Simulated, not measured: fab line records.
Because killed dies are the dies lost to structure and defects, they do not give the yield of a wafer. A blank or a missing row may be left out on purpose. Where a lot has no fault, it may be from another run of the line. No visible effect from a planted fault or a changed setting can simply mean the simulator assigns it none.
Which tool is to blame? :: flow gf180mcu :: 14 lots with 42 wafers sampled at 5 steps, on a route of 602 steps

## WHAT THE GAUGES SHOWED, per wafer
GF_VT_IMPLANT_OVL_MEAS_18.
lot: L500
measured: day 6 06:34
on: overlay-01
VT_IMPLANT_01_OVL (nm): -3.4 -1.8 -1.8

lot: L502
measured: day 6 18:41
on: overlay-01
VT_IMPLANT_01_OVL (nm): -0.4 -0.5 -2.1

lot: L504
measured: day 7 06:47
on: overlay-01
VT_IMPLANT_01_OVL (nm): -0.8 0.6 2.5

lot: L505
measured: day 7 12:55
on: overlay-01
VT_IMPLANT_01_OVL (nm): 2.3 0.0 2.2

lot: L506
measured: day 7 19:50
on: overlay-02
VT_IMPLANT_01_OVL (nm): 0.7 2.4 -1.4

lot: L507
measured: day 8 01:05
on: overlay-01
VT_IMPLANT_01_OVL (nm): 1.6 1.5 2.3

lot: L510
measured: day 8 21:01
on: overlay-02
VT_IMPLANT_01_OVL (nm): -0.1 -0.7 1.6

lot: L512
measured: day 9 09:44
on: overlay-02
VT_IMPLANT_01_OVL (nm): 0.6 0.1 0.0

lot: L513
measured: day 9 14:41
on: overlay-01
VT_IMPLANT_01_OVL (nm): 0.6 -0.2 -0.1

lot: L514
measured: day 9 20:49
on: overlay-02
VT_IMPLANT_01_OVL (nm): -2.2 -2.3 -1.5

lot: L517
measured: day 10 14:51
on: overlay-02
VT_IMPLANT_01_OVL (nm): -0.1 -0.6 -0.7

lot: L518
measured: day 10 22:47
on: overlay-01
VT_IMPLANT_01_OVL (nm): 0.2 -2.0 0.3

lot: L521
measured: day 11 17:44
on: overlay-02
VT_IMPLANT_01_OVL (nm): -1.0 -0.6 -2.6

lot: L522
measured: day 12 01:59
on: overlay-02
VT_IMPLANT_01_OVL (nm): -0.2 -0.9 -0.6

GF_VT_IMPLANT_RS_MEAS_49: uses a four-point probe to measure.
lot: L500
measured: day 7 13:19
on: film-metro-02
MVPSD_RS (ohm/sq): 1170.3 1172.5 1170.2

lot: L502
measured: day 8 02:19
on: film-metro-04
MVPSD_RS (ohm/sq): 1171.4 1169.7 1167.3

lot: L504
measured: day 8 14:29
on: film-metro-02
MVPSD_RS (ohm/sq): 1172.7 1172.8 1174.2

lot: L505
measured: day 8 22:01
on: film-metro-04
MVPSD_RS (ohm/sq): 1170.8 1172.4 1169.5

lot: L506
measured: day 9 05:50
on: film-metro-04
MVPSD_RS (ohm/sq): 1171.5 1170.3 1171.4

lot: L507
measured: day 9 11:30
on: film-metro-03
MVPSD_RS (ohm/sq): 1171.9 1173.6 1174.6

lot: L510
measured: day 10 08:11
on: film-metro-02
MVPSD_RS (ohm/sq): 1172.9 1170.3 1173.3

lot: L512
measured: day 10 21:27
on: film-metro-02
MVPSD_RS (ohm/sq): 1163.3 1166.0 1169.7

lot: L513
measured: day 11 02:25
on: film-metro-03
MVPSD_RS (ohm/sq): 1164.6 1161.3 1166.0

lot: L514
measured: day 11 09:46
on: film-metro-03
MVPSD_RS (ohm/sq): 1174.7 1172.0 1174.0

lot: L517
measured: day 12 05:49
on: film-metro-04
MVPSD_RS (ohm/sq): 1166.0 1169.3 1170.6

lot: L518
measured: day 12 13:52
on: film-metro-04
MVPSD_RS (ohm/sq): 1167.6 1168.3 1164.3

lot: L521
measured: day 13 10:08
on: film-metro-04
MVPSD_RS (ohm/sq): 1164.1 1169.7 1164.4

lot: L522
measured: day 13 19:07
on: film-metro-04
MVPSD_RS (ohm/sq): 1167.3 1165.5 1167.5

GF_DUAL_GATE_OVL_MEAS_11.
lot: L500
measured: day 8 12:00
on: overlay-01
DUAL_GATE_OVL (nm): -1.5 -0.2 -0.7

lot: L502
measured: day 8 21:17
on: overlay-01
DUAL_GATE_OVL (nm): 1.6 0.4 0.1

lot: L504
measured: day 9 09:06
on: overlay-02
DUAL_GATE_OVL (nm): 0.9 2.1 1.6

lot: L505
measured: day 9 17:21
on: overlay-01
DUAL_GATE_OVL (nm): 0.8 0.6 -1.0

lot: L506
measured: day 10 05:09
on: overlay-01
DUAL_GATE_OVL (nm): 0.2 4.2 1.0

lot: L507
measured: day 10 08:14
on: overlay-02
DUAL_GATE_OVL (nm): 0.1 -2.0 -2.0

lot: L510
measured: day 11 03:50
on: overlay-01
DUAL_GATE_OVL (nm): 0.5 -0.3 -1.4

lot: L512
measured: day 11 17:26
on: overlay-01
DUAL_GATE_OVL (nm): 2.1 0.6 0.2

lot: L513
measured: day 11 23:15
on: overlay-02
DUAL_GATE_OVL (nm): - - -

lot: L514
measured: day 12 06:00
on: overlay-02
DUAL_GATE_OVL (nm): - - -

lot: L517
measured: day 13 03:53
on: overlay-02
DUAL_GATE_OVL (nm): 0.7 1.1 -0.8

lot: L518
measured: day 13 12:47
on: overlay-01
DUAL_GATE_OVL (nm): 0.2 -0.8 -1.1

lot: L521
measured: day 14 08:29
on: overlay-01
DUAL_GATE_OVL (nm): 0.5 0.2 -0.6

lot: L522
measured: day 14 17:29
on: overlay-02
DUAL_GATE_OVL (nm): 1.0 1.9 -0.3

GF_POLY_GATE_CD_MEAS_18.
lot: L500
measured: day 9 13:38
on: cd-sem-02
cd-nm (nm): 279.0 279.2 279.2

lot: L502
measured: day 9 20:05
on: cd-sem-02
cd-nm (nm): 278.8 280.4 278.5

lot: L504
measured: day 10 12:31
on: cd-sem-01
cd-nm (nm): 282.7 283.2 281.6

lot: L505
measured: day 10 16:28
on: cd-sem-02
cd-nm (nm): 282.1 281.3 282.2

lot: L506
measured: day 11 05:28
on: cd-sem-02
cd-nm (nm): 279.5 279.0 280.1

lot: L507
measured: day 11 07:24
on: cd-sem-01
cd-nm (nm): 278.3 278.4 280.2

lot: L510
measured: day 12 04:02
on: cd-sem-02
cd-nm (nm): 277.1 279.1 278.4

lot: L512
measured: day 12 20:14
on: cd-sem-01
cd-nm (nm): 280.4 279.6 280.4

lot: L517
measured: day 14 05:48
on: cd-sem-02
cd-nm (nm): 281.0 280.9 280.5

lot: L518
measured: day 14 15:51
on: cd-sem-01
cd-nm (nm): 279.8 280.0 277.9

lot: L521
measured: day 15 12:10
on: cd-sem-02
cd-nm (nm): 278.7 279.2 280.2

lot: L522
measured: day 15 21:00
on: cd-sem-01
cd-nm (nm): 281.1 280.1 278.4

## TOOL THAT RAN EACH LOT (tool first, then ch and the chambers of the sampled wafers, then the start)
lot: L500
GF_DUAL_GATE_DEVELOP_10: litho-track-01 ch 0, day 8 11:52

lot: L502
GF_DUAL_GATE_DEVELOP_10: litho-track-01 ch 0, day 8 21:08

lot: L504
GF_DUAL_GATE_DEVELOP_10: litho-track-04 ch 0, day 9 08:57

lot: L505
GF_DUAL_GATE_DEVELOP_10: litho-track-04 ch 0, day 9 17:13

lot: L506
GF_DUAL_GATE_DEVELOP_10: litho-track-04 ch 0, day 10 05:00

lot: L507
GF_DUAL_GATE_DEVELOP_10: litho-track-03 ch 0, day 10 08:05

lot: L510
GF_DUAL_GATE_DEVELOP_10: litho-track-01 ch 0, day 11 03:41

lot: L512
GF_DUAL_GATE_DEVELOP_10: litho-track-03 ch 0, day 11 17:17

lot: L513
GF_DUAL_GATE_DEVELOP_10: litho-track-04 ch 0, day 11 23:07

lot: L514
GF_DUAL_GATE_DEVELOP_10: litho-track-04 ch 0, day 12 05:51

lot: L517
GF_DUAL_GATE_DEVELOP_10: litho-track-01 ch 0, day 13 03:46

lot: L518
GF_DUAL_GATE_DEVELOP_10: litho-track-03 ch 0, day 13 12:39

lot: L521
GF_DUAL_GATE_DEVELOP_10: litho-track-01 ch 0, day 14 08:20

lot: L522
GF_DUAL_GATE_DEVELOP_10: litho-track-01 ch 0, day 14 17:22
- GF_DUAL_GATE_DEVELOP_10: develop time 60 s.

## WHAT THE TOOLS THEMSELVES READ (means of the sampled wafers that have a number; where no wafer has one, the mark that the record gives instead)
GF_DUAL_GATE_DEVELOP_10.
lot: L500
tool: litho-track-01
developer-temp-C (C): 22.99

lot: L502
tool: litho-track-01
developer-temp-C (C): 23.01

lot: L504
tool: litho-track-04
developer-temp-C (C): 22.98

lot: L505
tool: litho-track-04
developer-temp-C (C): 22.99

lot: L506
tool: litho-track-04
developer-temp-C (C): 23.07

lot: L507
tool: litho-track-03
developer-temp-C (C): 23.00

lot: L510
tool: litho-track-01
developer-temp-C (C): 22.91

lot: L512
tool: litho-track-03
developer-temp-C (C): 22.90

lot: L513
tool: litho-track-04
developer-temp-C (C): 22.96

lot: L514
tool: litho-track-04
developer-temp-C (C): 22.83

lot: L517
tool: litho-track-01
developer-temp-C (C): 22.99

lot: L518
tool: litho-track-03
developer-temp-C (C): 23.02

lot: L521
tool: litho-track-01
developer-temp-C (C): 22.96

lot: L522
tool: litho-track-01
developer-temp-C (C): 22.92

## THE ANSWER, worked out from the rows above alone
Rule: the usual values come from the lots themselves. The widest of any qualifying gaps counts: lots, ordered by their means at a reading, are off when they make up no more than a third of the lots, leave a main group of 4 or more, and stand apart from it by 3 or more times the standard deviation of that group's means. The tables above print the reading to a certain number of digits; a main group whose means all agree to those digits is not used. A lot without any number at a reading at which 4 lots or more have one is off too. Any other lot the step has rows for is counted as sound. Order of review: gauges by route order, followed by the tools' own readings, for which a lot's mean as printed above is used. At the first step where some lot is off, the reading lying furthest off is the one used; lots without a number count as furthest.
Off: L513, L514, at GF_DUAL_GATE_OVL_MEAS_11 (DUAL_GATE_OVL). Without a number there: L513, L514. For the main group the mean is 0.3 nm and the standard deviation 0.9.
If a tool, at a process step before that reading, ran all the lots that are off and no sound lot after the first of them, it fits. Gauges at GF_DUAL_GATE_OVL_MEAS_11: tried the same way as those tools. One fits: litho-track-04 at GF_DUAL_GATE_DEVELOP_10. Its last sound lot is L506 (day 10 05:00), its first lot that is off L513 (day 11 23:07): a fault that began between those two fits.

## WHAT THE SIMULATOR HAD PUT IN
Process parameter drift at GF_DUAL_GATE_DEVELOP_10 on litho-track-04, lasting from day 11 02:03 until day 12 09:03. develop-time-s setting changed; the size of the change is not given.
Struck lots among those shown: L513, L514. The same result came from the rule above.
